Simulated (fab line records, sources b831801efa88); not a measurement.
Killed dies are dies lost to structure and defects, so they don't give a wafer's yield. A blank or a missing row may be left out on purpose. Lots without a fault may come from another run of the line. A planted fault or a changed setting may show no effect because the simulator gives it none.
Which tool did it? | flow gf180mcu | 24 lots, 72 wafers sampled, at 6 steps of a route of 602

WHAT THE GAUGES READ, wafer by wafer
GF_M2_OVL_MEAS_15.
lot  | measured     | on         | M2_OVL (nm)
L074 | day 19 01:11 | overlay-02 | -5 1 -6
L075 | day 19 06:38 | overlay-02 | -1 2 2
L076 | day 19 16:25 | overlay-01 | 6 7 8
L077 | day 19 22:59 | overlay-01 | 1 2 5
L078 | day 20 13:23 | overlay-01 | 4 -6 -1
L079 | day 20 21:22 | overlay-02 | -2 -5 1
L080 | day 21 09:26 | overlay-02 | -4 -1 -6
L081 | day 22 01:27 | overlay-02 | -2 -4 -12
L082 | day 22 02:07 | overlay-01 | -4 -9 -10
L083 | day 22 17:07 | overlay-01 | 3 1 -4
L084 | day 23 00:11 | overlay-01 | -3 -1 -5
L085 | day 23 09:00 | overlay-01 | -6 -11 -6
L086 | day 23 18:39 | overlay-02 | -1 0 1
L087 | day 23 20:48 | overlay-01 | -5 -11 -9
L088 | day 24 05:52 | overlay-01 | 1 2 -1
L089 | day 24 13:41 | overlay-01 | 2 5 3
L090 | day 24 22:35 | overlay-01 | 0 0 1
L091 | day 25 04:13 | overlay-02 | 10 3 4
L092 | day 25 07:24 | overlay-01 | 4 -2 -2
L093 | day 25 23:00 | overlay-01 | -14 -7 -13
L094 | day 26 04:21 | overlay-01 | -8 -2 -8
L095 | day 26 17:48 | overlay-02 | -5 -6 -2
L096 | day 27 03:42 | overlay-02 | -2 -2 -2
L097 | day 27 05:01 | overlay-01 | -9 -7 -7

GF_V5_BOW_MEAS_05.
lot  | measured     | on            | V5_BOW (um)
L074 | day 26 05:08 | film_metro-02 | 119 126 130
L075 | day 26 08:52 | film_metro-03 | 133 137 129
L076 | day 26 17:45 | film_metro-02 | 112 123 105
L077 | day 26 23:53 | film_metro-04 | 138 149 139
L078 | day 27 09:49 | film_metro-02 | 119 129 137
L079 | day 27 17:03 | film_metro-04 | 127 121 126
L080 | day 28 04:37 | film_metro-04 | 124 129 120
L081 | day 28 17:11 | film_metro-02 | 138 127 132
L082 | day 28 18:35 | film_metro-03 | 125 129 136
L083 | day 29 06:24 | film_metro-02 | 124 132 120
L084 | day 29 13:35 | film_metro-03 | 130 122 128
L085 | day 29 21:57 | film_metro-02 | 130 130 142
L086 | day 30 02:26 | film_metro-02 | 118 119 120
L087 | day 30 04:13 | film_metro-03 | 141 146 157
L088 | day 30 13:45 | film_metro-04 | 127 132 133
L089 | day 30 18:48 | film_metro-04 | 144 124 136
L090 | day 31 00:23 | film_metro-02 | 137 128 126
L091 | day 31 07:01 | film_metro-03 | 126 129 130
L092 | day 31 10:03 | film_metro-02 | 132 138 133
L093 | day 31 23:38 | film_metro-04 | 141 144 126
L094 | day 32 03:22 | film_metro-02 | 120 122 123
L095 | day 32 13:52 | film_metro-04 | 129 123 132
L096 | day 32 21:40 | film_metro-02 | 136 129 138
L097 | day 32 23:24 | film_metro-02 | 146 149 151

WHICH TOOL RAN EACH LOT (tool, then ch and the chambers of the sampled wafers, then the start)
lot  | GF_V2_SPUTTER_21             | GF_V3_SPUTTER_21             | GF_M4_SPUTTER_04             | GF_MIM_SPUTTER_00
L074 | pvd_sputter-04, day 20 03:33 | pvd_sputter-02, day 22 05:47 | pvd_sputter-03, day 22 06:40 | pvd_sputter-02, day 24 07:23
L075 | pvd_sputter-01, day 20 09:12 | pvd_sputter-01, day 22 11:36 | pvd_sputter-03, day 22 12:32 | pvd_sputter-02, day 24 12:19
L076 | pvd_sputter-04, day 20 19:12 | pvd_sputter-04, day 22 21:38 | pvd_sputter-01, day 22 22:31 | pvd_sputter-02, day 24 22:04
L077 | pvd_sputter-04, day 21 01:42 | pvd_sputter-02, day 23 04:08 | pvd_sputter-03, day 23 05:01 | pvd_sputter-02, day 25 03:42
L078 | pvd_sputter-04, day 21 15:25 | pvd_sputter-04, day 23 16:10 | pvd_sputter-02, day 23 17:02 | pvd_sputter-04, day 25 14:45
L079 | pvd_sputter-01, day 21 22:59 | pvd_sputter-04, day 24 00:05 | pvd_sputter-03, day 24 00:58 | pvd_sputter-03, day 25 22:59
L080 | pvd_sputter-03, day 22 11:08 | pvd_sputter-04, day 24 11:57 | pvd_sputter-01, day 24 12:49 | pvd_sputter-04, day 26 09:59
L081 | pvd_sputter-03, day 23 02:33 | pvd_sputter-01, day 25 01:53 | pvd_sputter-01, day 25 02:45 | pvd_sputter-03, day 26 23:45
L082 | pvd_sputter-01, day 23 03:33 | pvd_sputter-02, day 25 02:33 | pvd_sputter-03, day 25 03:25 | pvd_sputter-04, day 27 00:48
L083 | pvd_sputter-01, day 23 18:13 | pvd_sputter-02, day 25 17:48 | pvd_sputter-03, day 25 18:41 | pvd_sputter-02, day 27 13:56
L084 | pvd_sputter-04, day 24 01:00 | pvd_sputter-04, day 25 23:43 | pvd_sputter-01, day 26 01:02 | pvd_sputter-04, day 27 20:31
L085 | pvd_sputter-04, day 24 09:30 | pvd_sputter-04, day 26 08:11 | pvd_sputter-02, day 26 09:19 | pvd_sputter-03, day 28 05:29
L086 | pvd_sputter-04, day 24 19:06 | pvd_sputter-02, day 26 16:13 | pvd_sputter-01, day 26 17:06 | pvd_sputter-02, day 28 11:51
L087 | pvd_sputter-01, day 24 20:18 | pvd_sputter-04, day 26 17:05 | pvd_sputter-03, day 26 17:58 | pvd_sputter-04, day 28 12:53
L088 | pvd_sputter-04, day 25 05:58 | pvd_sputter-01, day 27 02:36 | pvd_sputter-01, day 27 03:29 | pvd_sputter-04, day 28 22:06
L089 | pvd_sputter-01, day 25 13:09 | pvd_sputter-01, day 27 09:36 | pvd_sputter-03, day 27 10:46 | pvd_sputter-03, day 29 04:47
L090 | pvd_sputter-04, day 25 21:31 | pvd_sputter-02, day 27 16:33 | pvd_sputter-01, day 27 17:26 | pvd_sputter-02, day 29 10:49
L091 | pvd_sputter-04, day 26 04:09 | pvd_sputter-01, day 27 23:17 | pvd_sputter-02, day 28 00:11 | pvd_sputter-02, day 29 16:20
L092 | pvd_sputter-03, day 26 06:37 | pvd_sputter-01, day 28 01:36 | pvd_sputter-02, day 28 02:28 | pvd_sputter-03, day 29 19:56
L093 | pvd_sputter-03, day 26 22:21 | pvd_sputter-04, day 28 16:51 | pvd_sputter-03, day 28 17:44 | pvd_sputter-02, day 30 10:28
L094 | pvd_sputter-04, day 27 02:54 | pvd_sputter-02, day 28 20:50 | pvd_sputter-02, day 28 21:43 | pvd_sputter-02, day 30 14:01
L095 | pvd_sputter-04, day 27 16:03 | pvd_sputter-01, day 29 08:50 | pvd_sputter-03, day 29 09:42 | pvd_sputter-02, day 31 01:22
L096 | pvd_sputter-04, day 28 01:27 | pvd_sputter-01, day 29 18:15 | pvd_sputter-03, day 29 19:07 | pvd_sputter-02, day 31 10:01
L097 | pvd_sputter-04, day 28 02:52 | pvd_sputter-04, day 29 19:53 | pvd_sputter-01, day 29 20:46 | pvd_sputter-03, day 31 11:42
- GF_V2_SPUTTER_21: material Ti, target thk 15 nm, time 80.02 s.
- GF_V3_SPUTTER_21: material Ti, target thk 15 nm, time 80.02 s.
- GF_M4_SPUTTER_04: material TiN, target thk 50 nm, time 41.7 s.
- GF_MIM_SPUTTER_00: material Ti, target thk 37.5 nm, time 150 s.

WHAT THE TOOLS THEMSELVES READ (means of the sampled wafers that have a number; where no wafer has one, the mark that the record gives instead)
GF_V2_SPUTTER_21.
lot  | tool           | throttle_valve_pct (%)
L074 | pvd_sputter-04 | 29.7
L075 | pvd_sputter-01 | 30.1
L076 | pvd_sputter-04 | 29.5
L077 | pvd_sputter-04 | 29.6
L078 | pvd_sputter-04 | 29.5
L079 | pvd_sputter-01 | 30.2
L080 | pvd_sputter-03 | 30.9
L081 | pvd_sputter-03 | 29.8
L082 | pvd_sputter-01 | 30.5
L083 | pvd_sputter-01 | 29.5
L084 | pvd_sputter-04 | 29.4
L085 | pvd_sputter-04 | 30.1
L086 | pvd_sputter-04 | 29.5
L087 | pvd_sputter-01 | 30.4
L088 | pvd_sputter-04 | 30.0
L089 | pvd_sputter-01 | 29.1
L090 | pvd_sputter-04 | 29.4
L091 | pvd_sputter-04 | 29.4
L092 | pvd_sputter-03 | 28.7
L093 | pvd_sputter-03 | 30.9
L094 | pvd_sputter-04 | 29.2
L095 | pvd_sputter-04 | 29.5
L096 | pvd_sputter-04 | 29.5
L097 | pvd_sputter-04 | 28.9

GF_V3_SPUTTER_21.
lot  | tool           | throttle_valve_pct (%)
L074 | pvd_sputter-02 | 30.2
L075 | pvd_sputter-01 | 30.6
L076 | pvd_sputter-04 | 29.7
L077 | pvd_sputter-02 | 30.1
L078 | pvd_sputter-04 | 29.7
L079 | pvd_sputter-04 | 29.6
L080 | pvd_sputter-04 | 29.7
L081 | pvd_sputter-01 | 30.1
L082 | pvd_sputter-02 | 30.2
L083 | pvd_sputter-02 | 30.6
L084 | pvd_sputter-04 | 29.8
L085 | pvd_sputter-04 | 30.0
L086 | pvd_sputter-02 | 30.3
L087 | pvd_sputter-04 | 30.0
L088 | pvd_sputter-01 | 30.4
L089 | pvd_sputter-01 | 29.8
L090 | pvd_sputter-02 | 30.2
L091 | pvd_sputter-01 | 30.4
L092 | pvd_sputter-01 | 30.3
L093 | pvd_sputter-04 | 29.8
L094 | pvd_sputter-02 | 30.3
L095 | pvd_sputter-01 | 29.9
L096 | pvd_sputter-01 | 29.4
L097 | pvd_sputter-04 | 29.6

GF_M4_SPUTTER_04.
lot  | tool           | throttle_valve_pct (%)
L074 | pvd_sputter-03 | 29.7
L075 | pvd_sputter-03 | 28.8
L076 | pvd_sputter-01 | 30.2
L077 | pvd_sputter-03 | 28.8
L078 | pvd_sputter-02 | 30.4
L079 | pvd_sputter-03 | 29.6
L080 | pvd_sputter-01 | 29.8
L081 | pvd_sputter-01 | 30.4
L082 | pvd_sputter-03 | 31.0
L083 | pvd_sputter-03 | 29.9
L084 | pvd_sputter-01 | 29.6
L085 | pvd_sputter-02 | 30.3
L086 | pvd_sputter-01 | 30.5
L087 | pvd_sputter-03 | 29.8
L088 | pvd_sputter-01 | 28.9
L089 | pvd_sputter-03 | 30.8
L090 | pvd_sputter-01 | 29.5
L091 | pvd_sputter-02 | 30.3
L092 | pvd_sputter-02 | 30.5
L093 | pvd_sputter-03 | 29.8
L094 | pvd_sputter-02 | 30.1
L095 | pvd_sputter-03 | 29.8
L096 | pvd_sputter-03 | 30.9
L097 | pvd_sputter-01 | 29.5

GF_MIM_SPUTTER_00.
lot  | tool           | throttle_valve_pct (%)
L074 | pvd_sputter-02 | 30.1
L075 | pvd_sputter-02 | 30.3
L076 | pvd_sputter-02 | 30.5
L077 | pvd_sputter-02 | 30.3
L078 | pvd_sputter-04 | 30.1
L079 | pvd_sputter-03 | 29.7
L080 | pvd_sputter-04 | 29.0
L081 | pvd_sputter-03 | 29.8
L082 | pvd_sputter-04 | 29.5
L083 | pvd_sputter-02 | 30.0
L084 | pvd_sputter-04 | 29.9
L085 | pvd_sputter-03 | 30.9
L086 | pvd_sputter-02 | 30.4
L087 | pvd_sputter-04 | 29.5
L088 | pvd_sputter-04 | 30.1
L089 | pvd_sputter-03 | 30.7
L090 | pvd_sputter-02 | 30.3
L091 | pvd_sputter-02 | 30.4
L092 | pvd_sputter-03 | 30.8
L093 | pvd_sputter-02 | 30.3
L094 | pvd_sputter-02 | 30.9
L095 | pvd_sputter-02 | 30.8
L096 | pvd_sputter-02 | 30.2
L097 | pvd_sputter-03 | 29.8

THE ANSWER, worked out from the rows above alone
Rule: what is usual is taken from the lots themselves. Put in order of their means at a reading, lots are off if they are a third of the lots or fewer, leave a main group of 4 or more, and stand apart from it by a gap of 3 or more times the standard deviation of the main group's means; of several such gaps the widest counts. A main group whose means are all the same, to the digits that the tables above print for the reading, isn't used. A lot without any number at a reading at which 4 lots or more have one is off too. The other lots that the step has rows for count as sound. The gauges are gone through in route order, then the tools' own readings, and for those a lot's mean is taken as printed above. The first step at which some lot is off is used, and at that step the reading that is off furthest; a lot without a number counts as furthest.
No lot is off at any reading shown: from this, nothing can be told.

WHAT THE SIMULATOR HAD PUT IN
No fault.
